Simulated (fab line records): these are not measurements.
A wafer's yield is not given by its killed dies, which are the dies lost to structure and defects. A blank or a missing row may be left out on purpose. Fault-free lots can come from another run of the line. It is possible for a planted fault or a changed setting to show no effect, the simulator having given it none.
2 desks, one fault    flow gf180mcu    numbers are kept per desk, each desk with only its own; the story behind them comes last

THE TOOL OWNER'S DESK: pvd sputter-02
The tool's own readings at GF_M4_SPUTTER_00 (material Ti, target thk 37.5 nm, time 150 s): means of the sampled wafers that have a number, for each lot that ran on this tool. Marked OUT: a lot whose mean sits more than 4 standard deviations from the usual mean, which makes it out of limits; the brackets give that distance.
Columns: A = throttle valve pct at GF_M4_SPUTTER_00, usual 29.8 %
lot   first seen here  A
L501  day 22 15:58     30.2
L507  day 24 18:54     29.6
L509  day 25 12:00     30.0
L510  day 25 20:02     30.2
L511  day 26 08:03     29.6
L513  day 26 22:28     30.2
L524  day 30 04:59     30.3
This desk's verdict: no lot among the 7 shows anything out of limits.

AT THE METROLOGY DESK
What the gauges read for every lot (on any tool): the sampled wafers with a number, averaged. Marked OUT: a lot whose mean sits more than 4 standard deviations from the usual mean, which makes it out of limits; the brackets give that distance.
Columns: A = cd nm at GF_V5_CD_MEAS_14, usual 259.9 nm; B = PASSIVATION_CVD_00_THK at GF_PASSIVATION_THK_MEAS_01, usual 996 nm
lot   first seen here  A      B
L501  day 27 10:17     260.0  1007
L502  day 27 17:55     259.7  1007
L503  day 27 22:14     259.0  995
L506  day 29 03:56     260.1  997
L507  day 29 08:34     258.6  974
L508  day 29 13:17     260.1  991
L509  day 29 20:05     259.4  993
L510  day 30 03:15     259.2  985
L511  day 30 13:35     258.2  994
L513  day 31 03:50     261.4  999
L520  day 32 19:43     258.4  1012
L523  day 33 10:50     259.7  992
L524  day 33 22:02     259.6  995
This desk's verdict: no lot among the 13 shows anything out of limits.

ALL TOGETHER
The tool owner's desk saw nothing out of limits.
At the metrology desk, nothing out of limits was observed.

WHAT HAD BEEN PUT IN BY THE SIMULATOR
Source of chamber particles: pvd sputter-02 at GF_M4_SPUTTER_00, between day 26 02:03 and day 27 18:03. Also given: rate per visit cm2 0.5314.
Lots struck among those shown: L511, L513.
